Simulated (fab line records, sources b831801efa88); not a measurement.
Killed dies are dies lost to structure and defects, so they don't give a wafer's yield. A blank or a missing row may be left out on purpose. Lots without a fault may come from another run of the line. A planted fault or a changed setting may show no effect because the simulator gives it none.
One fault seen from 2 desks | flow gf180mcu | each desk has only its own numbers; what lay behind them comes last

THE METROLOGY DESK
What the gauges read, lot by lot, whatever tool the lot ran on: means of the sampled wafers that have a number. A lot is out of limits, marked OUT, if its mean lies more than 4 standard deviations from the usual mean; the brackets give that distance. Of its 9 readings 7 are shown: those that lie furthest out on some lot.
Columns: A = CONTACT_W_RS at GF_CONTACT_RS_MEAS_25, usual 0.384 ohm/sq; B = CONTACT_W_THK at GF_CONTACT_THK_MEAS_26, usual 296 nm; C = M1_ALCU_RS at GF_M1_RS_MEAS_05, usual 0.0694 ohm/sq; D = M1_ALCU_THK at GF_M1_THK_MEAS_06, usual 454 nm; E = M1_OVL at GF_M1_OVL_MEAS_15, usual -3 nm; F = V1_CVD_00_THK at GF_V1_THK_MEAS_01, usual 609 nm; G = V1_BOW at GF_V1_BOW_MEAS_05, usual 84 um
lot  | first seen here | A     | B   | C      | D   | E   | F   | G
L246 | day 17 00:50    | 0.376 | 301 | 0.0704 | 447 | -2  | 602 | 80
L252 | day 18 22:31    | 0.387 | 296 | 0.0698 | 447 | -5  | 611 | 88
L253 | day 19 07:10    | 0.384 | 296 | 0.0697 | 451 | -3  | 613 | 88
L257 | day 21 02:24    | 0.380 | 301 | 0.0698 | 451 | -5  | 617 | 86
L259 | day 21 16:25    | 0.384 | 299 | 0.0699 | 451 | -10 | 616 | 75
L266 | day 24 12:57    | 0.386 | 296 | 0.0696 | 451 | 1   | 611 | 94
This desk's finding: nothing out of limits on any of the 6 lots.

THE TOOL OWNER'S DESK: pvd_sputter-01
The tool's own readings at GF_M1_SPUTTER_04 (material TiN, target thk 50 nm, time 41.7 s): means of the sampled wafers that have a number, for each lot that ran on this tool. A lot is out of limits, marked OUT, if its mean lies more than 4 standard deviations from the usual mean; the brackets give that distance.
Columns: A = chamber_pressure_pa at GF_M1_SPUTTER_04, usual 0.4000 Pa; B = throttle_valve_pct at GF_M1_SPUTTER_04, usual 30.4 %
lot  | first seen here | A                        | B
L246 | day 17 01:29    | 0.4004                   | 32.2
L252 | day 18 23:10    | 0.3013 (-99 or more) OUT | 36.6 (+4.2) OUT
L253 | day 19 07:50    | 0.3020 (-99 or more) OUT | 36.7 (+4.2) OUT
L259 | day 21 17:04    | 0.3998                   | 31.3
L266 | day 24 13:34    | 0.4005                   | 30.5
This desk's finding: out of limits on L252, L253; first on L252, day 18 23:10 (chamber_pressure_pa at GF_M1_SPUTTER_04). In limits: L246, L259, L266.

PUT TOGETHER
The tool owner's desk could have raised an alarm at day 18 23:10, on L252, L253.
The metrology desk saw nothing out of limits.
The metrology desk has L252, L253 on record, within its limits.
Of the lots named, all ran GF_M1_SPUTTER_04 on pvd_sputter-01.

WHAT THE SIMULATOR HAD PUT IN
Process parameter drift: pvd_sputter-01, from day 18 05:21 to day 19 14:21, at GF_M1_SPUTTER_04. Setting chamber_pressure_pa, moved by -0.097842, from 0.4. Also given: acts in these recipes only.
Lots struck among those shown: L252, L253.
Hours from the fault's start to each desk's first reading out of limits: the tool owner's desk, 18.
